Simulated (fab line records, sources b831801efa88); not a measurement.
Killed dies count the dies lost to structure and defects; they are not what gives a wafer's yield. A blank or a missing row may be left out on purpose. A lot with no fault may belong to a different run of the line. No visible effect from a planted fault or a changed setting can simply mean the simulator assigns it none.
Which of the tools did it?	flow gf180mcu	Sampling: 11 lots, 32 wafers, 2 of 602 route steps

WHAT THE GAUGES READ, wafer by wafer
GF_MIM_RS_MEAS_10: a four-point-probe measurement.
lot	measured	on	MIM_ALCU_RS (ohm/sq)
L741	day 25 14:59	film metro-02	0.1615 0.1611 0.1616
L745	day 26 08:49	film metro-03	0.1597 0.1567 0.1594
L744	day 26 11:20	film metro-03	0.1590 0.1632 0.1619
L746	day 27 04:25	film metro-03	0.1595 0.1615 0.1604
L748	day 27 09:01	film metro-02	0.1573 0.1615 0.1551
L755	day 29 11:49	film metro-02	0.1611 0.1589
L756	day 29 20:27	film metro-04	0.1615 0.1598 0.1611
L757	day 30 05:38	film metro-02	0.1614 0.1625 0.1575
L758	day 30 12:59	film metro-04	0.1586 0.1596 0.1585
L759	day 30 17:36	film metro-02	0.1618 0.1632 0.1627
L762	day 31 09:05	film metro-02	0.1620 0.1595 0.1611

WHAT TOOL EACH LOT RAN ON (gives the tool, then ch and the chambers of the sampled wafers, and finally the start)
lot	GF_MIM_SPUTTER_00
L741	pvd sputter-02, day 25 14:34
L745	pvd sputter-01, day 26 08:22
L744	pvd sputter-04, day 26 10:55
L746	pvd sputter-02, day 27 03:58
L748	pvd sputter-01, day 27 08:32
L755	pvd sputter-01, day 29 11:21
L756	pvd sputter-01, day 29 19:47
L757	pvd sputter-02, day 30 05:11
L758	pvd sputter-02, day 30 12:34
L759	pvd sputter-02, day 30 17:11
L762	pvd sputter-04, day 31 08:40
- GF_MIM_SPUTTER_00: material Ti, target thk 37.5 nm, time 150 s.

WHAT THE TOOLS THEMSELVES READ (means of the sampled wafers that have a number; where no wafer has one, the mark that the record gives instead)
GF_MIM_SPUTTER_00.
lot	tool	throttle valve pct (%)
L741	pvd sputter-02	29.6
L745	pvd sputter-01	29.2
L744	pvd sputter-04	30.6
L746	pvd sputter-02	29.7
L748	pvd sputter-01	28.5
L755	pvd sputter-01	27.8
L756	pvd sputter-01	28.4
L757	pvd sputter-02	29.5
L758	pvd sputter-02	28.4
L759	pvd sputter-02	28.6
L762	pvd sputter-04	30.6

THE ANSWER, worked out from the rows above alone
Rule: the lots themselves supply what counts as usual. The widest of any qualifying gaps counts: lots, ordered by their means at a reading, are off when they make up no more than a third of the lots, leave a main group of 4 or more, and stand apart from it by 3 or more times the standard deviation of that group's means. If all means in a main group match to the digits the tables above print for the reading, that group is not used. Also off: a lot with no number at a reading for which 4 or more lots have one. Where the step has rows for the other lots, those lots are counted as sound. Order of review: gauges by route order, followed by the tools' own readings, for which a lot's mean as printed above is used. The first step at which some lot is off is used, and at that step the reading that is off furthest; a lot without a number counts as furthest.
No lot is off at any reading shown: from this, nothing can be told.

WHAT THE SIMULATOR HAD PUT IN
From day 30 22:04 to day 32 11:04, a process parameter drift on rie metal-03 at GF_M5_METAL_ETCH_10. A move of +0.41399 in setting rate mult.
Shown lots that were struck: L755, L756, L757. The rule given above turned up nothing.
